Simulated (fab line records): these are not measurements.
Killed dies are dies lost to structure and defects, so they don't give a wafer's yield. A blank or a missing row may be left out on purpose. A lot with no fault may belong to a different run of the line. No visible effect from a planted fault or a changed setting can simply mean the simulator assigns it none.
fab line records    flow sky130
[record] lots = 5  wafers = 15  last-day = 50
route steps=708 shown METAL3@561 VIA3@573 PAD_OPEN@708
lots that met no fault: taken from a fault-free run of the same line
start-h: the number of hours between the record's first day and the start of the first shown wafer of the lot    wait-h: how many hours have passed since the lot's step before this one    " as in the row above    L1.1+2: several wafers, shown together as one row    - no value present, or no start provided    * or withheld: withheld    < > ~ a bound
route shown NAME@n: a module of which the file shows steps, and the number in the route of the first    usual: mean/standard deviation taken from wafers without a fault    same: alike in all rows    chamber/n: place in a boat    sites: readings site by site    _std_site: standard deviation of those values    _edge_site: outer sites' mean less inner sites'    radius-mm: how far each site lies from the wafer's centre    mask NAME#n: copy n    behind: the most recent tool/chamber to have shaped the wafer    hold: why the lot was held/for how many hours/how that ended    device: the n, p or np transistor that did not switch    end of line: the route-end tests of the same wafers    step lacking rows: just its recipe    killed: not the wafer's yield, but the dies lost to structure and defects at the first sort    map: per-die view of a wafer (x killed, . not killed, _ where there is no die)
set.NAME: the run value of the setting; set.NAME@STEP: its run value at that earlier step    model.NAME: the simulator's own value behind a step, which no gauge read
lots at some steps of the route; a table a step, a row a wafer
services: a tool's chamber out of use, with start hour (start-h, from the record's first day; less than 0 if before it), hours out, and reason
[[steps]]
[step SKY_METAL3_PEB_11]
[recipe] peb-temp-c = withheld  peb-time-s = withheld  resist = KrF-thick
[step SKY_METAL3_DEVELOP_12]
[recipe] develop-time-s = 60  resist = KrF-thick  dev-temp-c = 21.42
[step SKY_METAL3_DESCUM_15]
[recipe] chemistry = O2  source-power-w = 150  bias-power-w = 0  pressure-mtorr = 10  temp-c = 40  time-s = 8
[step SKY_METAL3_ETCH_16]
[recipe] chemistry = N2/H2  target = BARC  ion-energy-ev = 200  bias-w = 100  pressure-mtorr = 30  n2-flow-sccm = 100  h2-flow-sccm = 200  icp-w = 500  stop-on = SiO2  time-s = 88.2  target-depth-a = 600
[step SKY_METAL3_ETCH_17]
[recipe] target = SiO2  stop-on = TiN  chemistry = C4F8/O2/Ar  source-w = 1500  bias-w = 1200  pressure-mtorr = 40  c4f8-flow-sccm = withheld  O2_flow_sccm = 6  Ar_flow_sccm = 300  time-s = 3.9  target-depth-a = 150
[step SKY_METAL3_METAL_ETCH_18]
[recipe] target-depth-a = 8450  stop-on = SiO2  over-etch-frac = 0.3  time-s = 183.1  chemistry = Cl2/BCl3  resist-sidewall-deg = 88  pressure-mtorr = 10  icp-w = 900  bias-w = 48.5  Cl2_flow_sccm = 60  bcl3-flow-sccm = 30
[step SKY_METAL3_STRIP_19]
[recipe] chemistry = O2/N2  power-w = 1400  pressure-mtorr = 1500  platen-temp-c = withheld  o2-flow-sccm = 3000  n2-flow-sccm = 300  overash-fraction = 0.5
[step SKY_METAL3_STRIP_20]
[recipe] chemistry = post-etch-residue-remover  time-s = 1200  temp-c = 72.5
[step SKY_METAL3_CLEAN_21]
[recipe] chemistry = IPA  time-s = 180  temp-c = 25
[step SKY_METAL3_CLEAN_22]
[recipe] chemistry = O3/DIW  dry = n2-spin
[step SKY_VIA3_HDPCVD_00]
[recipe] material = SiO2  target-thk-nm = 1635  sigma-open-frac = 0.3  time-s = 272.5  temp-c = 400  sih4-flow-sccm = 60  pressure-mtorr = 6
[usual] pressure-mtorr = 6.000/0.013  run-length-s = 300.2/0.57  time-s = 272.5/0
lot.wafer  tool       chamber  start-h  wait-h  pressure-mtorr  run-length-s  time-s
L570.1     hdpcvd-01  2        959.26   0.0     5.991           300.3         272.5
L570.4     "          1        "        "       6.022           300.5         272.5
L570.5     "          0        "        "       5.991           299.8         272.5
L575.1     hdpcvd-01  1        988.16   0.0     -               -             -
L575.3     "          2        "        "       -               -             -
L575.5     "          0        "        "       -               -             -
L576.2     hdpcvd-01  1        994.61   0.0     -               -             -
L576.3     "          2        "        "       -               -             -
L576.4     "          2        "        "       -               -             -
L577.1     hdpcvd-01  1        1001.86  0.0     -               -             -
L577.2     "          2        "        "       -               -             -
L577.3     "          0        "        "       -               -             -
L584.2     hdpcvd-02  0        1043.36  0.0     6.026           300.7         272.5
L584.4     "          1        "        "       6.010           299.4         272.5
L584.5     "          2        "        "       5.995           299.9         272.5
[step SKY_VIA3_CMP_02]
[recipe] material = SiO2  down-force-psi = 4  platen-rpm = 60  pad-velocity-m-s = 0.94248
[step SKY_VIA3_DEHYDRATE_04]
[recipe] temp-c = 200  time-s = 60
[step SKY_VIA3_HMDS_05]
[recipe] prime-time-s = 60  prime-temp-c = 120
[step SKY_VIA3_COAT_06]
[recipe] resist = BARC  temp-c = withheld  time-s = withheld  spin-rpm = 3000  resist-thk-nm = 60
[step SKY_VIA3_COAT_07]
[recipe] resist = KrF-thick  spin-rpm = 3000  resist-thk-nm = 450
[step SKY_VIA3_SOFTBAKE_08]
[recipe] temp-c = 100  time-s = 93.11  resist = KrF-thick
[step SKY_VIA3_EXPOSE_09]
[recipe] mask-id = VIM3  na = 0.8  source-shape = annular  sigma-inner = 0.55  sigma-outer = 0.85  target-cd-nm = 200  dose-mj = 38
[step SKY_VIA3_PEB_10]
[recipe] peb-temp-c = withheld  peb-time-s = withheld  resist = KrF-thick
[step SKY_VIA3_DEVELOP_11]
[recipe] develop-time-s = 60  resist = KrF-thick  dev-temp-c = 21
[step SKY_VIA3_ETCH_14]
[recipe] chemistry = N2/H2  target = BARC  ion-energy-ev = 200  source-w = 500  bias-w = 100  pressure-mtorr = 30  n2-flow-sccm = 100  h2-flow-sccm = 200  stop-on = SiO2  time-s = 45.9  target-depth-a = 600
[step SKY_VIA3_ETCH_15]
[recipe] target = SiO2  chemistry = C4F8/O2/Ar  target-depth-nm = 507  stop-on = TiN  mask-material = KrF-thick  source-w = 1500  bias-w = 1200  pressure-mtorr = 40  c4f8-flow-sccm = withheld  O2_flow_sccm = 6  Ar_flow_sccm = 300  time-s = 78
[usual] oes-product-au = 0.946/0.0047
[same] time-s = 78
lot.wafer  tool         chamber  start-h  wait-h  oes-product-au  rf-hours-counter-h  model.etch.depth-nm
L570.1     rie-diel-03  2        984.75   0.0     0.939           10                  466.3
L570.4     "            3        "        "       0.946           11                  464.6
L570.5     "            0        "        "       0.948           -                   465.8
L575.1     rie-diel-03  0        1012.94  0.0     0.376           21                  0
L575.3     "            0        "        "       0.368           -                   0
L575.5     "            2        "        "       0.366           -                   0
L576.2     rie-diel-01  1        1018.95  0.0     0.377           17                  0
L576.3     "            0        "        "       0.379           9                   0
L576.4     "            3        "        "       0.373           1                   0
L577.1     rie-diel-01  0        1025.45  0.0     0.375           9                   0
L577.2     "            2        "        "       0.381           6                   0
L577.3     "            3        "        "       0.369           1                   0
L584.2     rie-diel-04  2        1066.75  0.0     0.949           20                  464.5
L584.4     "            3        "        "       0.932           -                   464.5
L584.5     "            2        "        "       0.947           -                   466.3
[step SKY_VIA3_STRIP_16]
[recipe] chemistry = O2/N2  power-w = 1400  pressure-mtorr = 1500  platen-temp-c = withheld  o2-flow-sccm = 3000  n2-flow-sccm = 300  overash-fraction = 0.5
[step SKY_PAD_OPEN_PROBE_99]
[usual] defect-limited-yield = 82.5/2.2  killed_at_M0_to_M3 = 43/7.5  killed_at_M4_up = 3.2/1.9  killed-at-contacts = 24/5.6  killed-at-front-end = 15/4.8  killed-at-other = 0.2/0.54  killed-dies = 86/11  killed-on-rim = 17/3.6  killed-open = 47/7.6  killed-short = 39/7.1  sort_bin_3_pad_short = 0.8/0.36  sort_bin_5_function = 10.4/1.6  sort_bin_6_memory = 6.3/1.3  sort-n-pass = 406/11  sort-yield-pct = 82.5/2.2
[same] gross-dies = 492  killed-at-back-side = 0  sort_bin_4_leakage[%] = 0  sort_bin_8_speed[%] = 0
lot.wafer  tool       chamber  start-h  wait-h  defect-limited-yield[%]  killed_at_M0_to_M3  killed_at_M4_up  killed-at-contacts  killed-at-front-end  killed-at-other  killed-dies  killed-on-rim  killed-open  killed-short  sort_bin_3_pad_short[%]  sort_bin_5_function[%]  sort_bin_6_memory[%]  sort-n-pass  sort-yield-pct[%]
L570.1     prober-02  -        1127.80  0.1     82.3                     38                  2                24                  23                   0                87           14             51           36            0.4                      9.1                     8.1                   405          82.3
L570.4     prober-02  -        1127.95  0.2     80.3                     47                  2                34                  14                   0                97           18             56           41            0.2                      10.8                    8.7                   395          80.3
L570.5     prober-02  -        1128.00  0.2     78.3                     53                  4                36                  14                   0                107          24             61           46            1.2                      13.6                    6.9                   385          78.3
L575.1     prober-01  -        1150.65  0.1     0                        482                 0                6                   4                    0                492          96             9            8             26.6                     68.7                    4.7                   0            0
L575.3     prober-01  -        1150.75  0.2     0                        483                 1                5                   3                    0                492          96             11           12            23.6                     74.6                    1.8                   0            0
L575.5     prober-01  -        1150.85  0.2     0                        483                 0                8                   1                    0                492          96             5            8             26.8                     71.5                    1.6                   0            0
L576.2     prober-02  -        1156.93  0.1     0                        479                 1                5                   7                    0                492          96             11           11            23.8                     73.6                    2.6                   0            0
L576.3     prober-02  -        1156.98  0.2     0                        483                 4                0                   5                    0                492          96             14           10            26.0                     71.3                    2.6                   0            0
L576.4     prober-02  -        1157.03  0.2     0                        485                 0                1                   6                    0                492          96             9            5             23.8                     74.0                    2.2                   0            0
L577.1     prober-01  -        1161.21  0.1     0                        479                 1                8                   4                    0                492          96             13           11            21.7                     76.4                    1.8                   0            0
L577.2     prober-01  -        1161.26  0.1     0                        483                 0                3                   6                    0                492          96             9            10            24.2                     73.2                    2.6                   0            0
L577.3     prober-01  -        1161.31  0.2     0                        479                 2                6                   5                    0                492          96             10           10            23.8                     73.6                    2.6                   0            0
L584.2     prober-02  -        1193.16  0.1     81.3                     36                  2                32                  22                   0                92           19             36           56            1.0                      9.8                     7.9                   400          81.3
L584.4     prober-02  -        1193.26  0.2     81.3                     34                  5                36                  17                   0                92           26             54           38            1.2                      12.2                    5.3                   400          81.3
L584.5     prober-02  -        1193.31  0.2     80.9                     41                  2                25                  24                   2                94           18             46           48            1.0                      11.6                    6.5                   398          80.9
// killed by level:class
L570.1 CONTACT:geometric-particle:open=12 VIA2:geometric-particle:open=9 FIELD_ISO:geometric-particle:short=8 LI_CONTACT:geometric-particle:open=7 METAL2:geometric-particle:short=7 POLY_GATE:geometric-particle:open=5 METAL1:geometric-particle:short=5 VIA1:geometric-particle:open=5
L570.4 VIA1:geometric-particle:open=14 LI_CONTACT:geometric-particle:open=12 CONTACT:geometric-particle:open=11 VIA1:geometric-particle:short=7 METAL1:geometric-particle:short=5 VIA2:geometric-particle:open=5 FIELD_ISO:geometric-particle:open=4 CONTACT:geometric-particle:short=4
L570.5 CONTACT:geometric-particle:open=17 METAL1:geometric-particle:short=8 VIA2:geometric-particle:open=8 VIA3:geometric-particle:open=7 LI_CONTACT:geometric-particle:open=6 VIA1:geometric-particle:open=6 METAL2:geometric-particle:short=6 FIELD_ISO:geometric-particle:open=5
L575.1 VIA3:lost-pattern=474 VIA1:geometric-particle:open=3 FIELD_ISO:geometric-particle:open=2 LI_CONTACT:geometric-particle:open=2 METAL2:geometric-particle:short=2 FIELD_ISO:geometric-particle:short=1 POLY_CUT:geometric-particle:short=1 LI_CONTACT:geometric-particle:short=1
L575.3 VIA3:lost-pattern=466 VIA2:geometric-particle:open=4 VIA1:geometric-particle:open=3 VIA3:area-hdpcvd=3 VIA1:geometric-particle:short=2 CONTACT:geometric-particle:open=2 METAL1:geometric-particle:short=2 METAL3:geometric-particle:short=2
L575.5 VIA3:lost-pattern=479 CONTACT:geometric-particle:open=4 LI_CONTACT:geometric-particle:short=2 POLY_GATE:geometric-particle:short=1 LOCAL_INTERCONNECT:geometric-particle:short=1 CONTACT:geometric-particle:short=1 METAL1:geometric-particle:short=1 VIA1:geometric-particle:short=1
L576.2 VIA3:lost-pattern=470 FIELD_ISO:geometric-particle:short=2 VIA2:geometric-particle:open=2 POLY_GATE:geometric-particle:short=2 CONTACT:geometric-particle:open=2 METAL1:geometric-particle:short=2 VIA1:geometric-particle:open=2 FIELD_ISO:geometric-particle:open=1
L576.3 VIA3:lost-pattern=464 VIA1:geometric-particle:open=5 VIA3:area-hdpcvd=4 POLY_GATE:geometric-particle:short=3 METAL1:geometric-particle:short=3 VIA2:geometric-particle:open=3 METAL4:geometric-particle:short=2 FIELD_ISO:geometric-particle:open=1
L576.4 VIA3:lost-pattern=475 FIELD_ISO:geometric-particle:open=4 VIA3:area-hdpcvd=3 VIA3:geometric-particle:short=2 FIELD_ISO:geometric-particle:short=1 POLY_GATE:geometric-particle:short=1 LI_CONTACT:geometric-particle:open=1 VIA1:geometric-particle:open=1
L577.1 VIA3:lost-pattern=467 LI_CONTACT:geometric-particle:open=3 VIA1:geometric-particle:open=3 METAL3:geometric-particle:short=3 FIELD_ISO:geometric-particle:open=1 SONOS_ONO:geometric-particle:short=1 POLY_GATE:geometric-particle:short=1 POLY_CUT:geometric-particle:open=1
L577.2 VIA3:lost-pattern=470 FIELD_ISO:geometric-particle:short=3 VIA3:area-hdpcvd=3 VIA1:geometric-particle:open=2 VIA2:geometric-particle:open=2 VIA3:geometric-particle:open=2 FIELD_ISO:geometric-particle:open=1 SONOS_ONO:geometric-particle:short=1
L577.3 VIA3:lost-pattern=472 CONTACT:geometric-particle:open=3 VIA1:geometric-particle:open=3 FIELD_ISO:geometric-particle:short=2 FIELD_ISO:geometric-particle:open=2 CONTACT:geometric-particle:short=2 METAL1:geometric-particle:short=2 METAL4:geometric-particle:short=2
L584.2 CONTACT:geometric-particle:open=11 METAL2:geometric-particle:short=8 FIELD_ISO:geometric-particle:short=7 LI_CONTACT:geometric-particle:open=7 VIA1:geometric-particle:open=7 POLY_GATE:geometric-particle:short=6 LI_CONTACT:geometric-particle:short=5 CONTACT:geometric-particle:short=5
L584.4 CONTACT:geometric-particle:open=12 LI_CONTACT:geometric-particle:open=11 VIA1:geometric-particle:open=9 VIA3:geometric-particle:open=8 VIA1:geometric-particle:short=6 FIELD_ISO:geometric-particle:open=5 LOCAL_INTERCONNECT:geometric-particle:short=5 CONTACT:geometric-particle:short=5
L584.5 CONTACT:geometric-particle:open=8 LI_CONTACT:geometric-particle:open=7 VIA1:geometric-particle:open=7 METAL1:geometric-particle:short=6 POLY_GATE:geometric-particle:open=6 POLY_GATE:geometric-particle:short=6 FIELD_ISO:geometric-particle:open=5 METAL2:geometric-particle:short=5
// map L575.1 (x killed, . not)
__________xxxxxxxxxx_________
________xxxxxxxxxxxxxx_______
______xxxxxxxxxxxxxxxxxx_____
_____xxxxxxxxxxxxxxxxxxxx____
____xxxxxxxxxxxxxxxxxxxxxx___
___xxxxxxxxxxxxxxxxxxxxxxxx__
__xxxxxxxxxxxxxxxxxxxxxxxxxx_
_xxxxxxxxxxxxxxxxxxxxxxxxxxxx
_xxxxxxxxxxxxxxxxxxxxxxxxxxxx
_xxxxxxxxxxxxxxxxxxxxxxxxxxxx
_xxxxxxxxxxxxxxxxxxxxxxxxxxxx
_xxxxxxxxxxxxxxxxxxxxxxxxxxxx
_xxxxxxxxxxxxxxxxxxxxxxxxxxxx
_xxxxxxxxxxxxxxxxxxxxxxxxxxxx
_xxxxxxxxxxxxxxxxxxxxxxxxxxxx
__xxxxxxxxxxxxxxxxxxxxxxxxxx_
___xxxxxxxxxxxxxxxxxxxxxxxx__
____xxxxxxxxxxxxxxxxxxxxxx___
_____xxxxxxxxxxxxxxxxxxxx____
______xxxxxxxxxxxxxxxxxx_____
________xxxxxxxxxxxxxx_______
__________xxxxxxxxxx_________
// map L576.2 (x killed, . not)
__________xxxxxxxxxx_________
________xxxxxxxxxxxxxx_______
______xxxxxxxxxxxxxxxxxx_____
_____xxxxxxxxxxxxxxxxxxxx____
____xxxxxxxxxxxxxxxxxxxxxx___
___xxxxxxxxxxxxxxxxxxxxxxxx__
__xxxxxxxxxxxxxxxxxxxxxxxxxx_
_xxxxxxxxxxxxxxxxxxxxxxxxxxxx
_xxxxxxxxxxxxxxxxxxxxxxxxxxxx
_xxxxxxxxxxxxxxxxxxxxxxxxxxxx
_xxxxxxxxxxxxxxxxxxxxxxxxxxxx
_xxxxxxxxxxxxxxxxxxxxxxxxxxxx
_xxxxxxxxxxxxxxxxxxxxxxxxxxxx
_xxxxxxxxxxxxxxxxxxxxxxxxxxxx
_xxxxxxxxxxxxxxxxxxxxxxxxxxxx
__xxxxxxxxxxxxxxxxxxxxxxxxxx_
___xxxxxxxxxxxxxxxxxxxxxxxx__
____xxxxxxxxxxxxxxxxxxxxxx___
_____xxxxxxxxxxxxxxxxxxxx____
______xxxxxxxxxxxxxxxxxx_____
________xxxxxxxxxxxxxx_______
__________xxxxxxxxxx_________
[[services]]
tool         chamber  start-h  hours  kind
hdpcvd-02    -        950.25   15.0   pm
hdpcvd-02    0        950.25   15.0   vent-cycle
hdpcvd-02    1        950.25   15.0   vent-cycle
hdpcvd-02    2        950.25   15.0   vent-cycle
hdpcvd-02    0        965.25   -      clean
hdpcvd-02    1        965.25   -      clean
hdpcvd-02    2        965.25   -      clean
rie-diel-01  3        974.33   -      clean
rie-diel-01  3        974.33   12.4   scheduled-down
rie-diel-01  3        974.33   12.4   vent-cycle
rie-diel-03  3        999.19   5.2    repair
rie-diel-03  1        1001.47  14.9   repair
rie-diel-03  3        1006.94  6.8    repair
rie-diel-04  1        1033.12  8.0    repair
rie-diel-03  -        1046.18  28.1   pm
rie-diel-04  0        1061.28  13.1   repair
[[key]]
[first-sign] step = SKY_VIA3_HDPCVD_00  reading = tool-record  direction = missing
[effect] step = SKY_VIA3_ETCH_15  reading = oes-product-au  direction = down  sigmas = 99+  usual = 0.946  struck = 0.374
[effect] step = SKY_PAD_OPEN_PROBE_99  reading = sort_bin_3_pad_short  direction = up  sigmas = 66  usual = 0.8  struck = 24.5
[model-effect] step = SKY_VIA3_ETCH_15  value = etch.depth-nm  without = 466.4  struck = 0
met-at SKY_VIA3_HDPCVD_00
struck-wafers L575.1,L575.3,L575.5,L576.2,L576.3,L576.4,L577.1,L577.2,L577.3
later-rows-left-out L575.1,L575.3,L575.5,L576.2,L576.3,L576.4,L577.1,L577.2,L577.3
onset-between 959.26 988.16
[fault] kind = skipped-step-whole  tool = hdpcvd-01  chamber = -  onset-h = 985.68  steps = SKY_VIA3_HDPCVD_00  scope = struck-lots-only
// later-rows-left-out: the simulator's readings of these wafers behind a module that went badly wrong aren't trusted and aren't shown, but for the sort
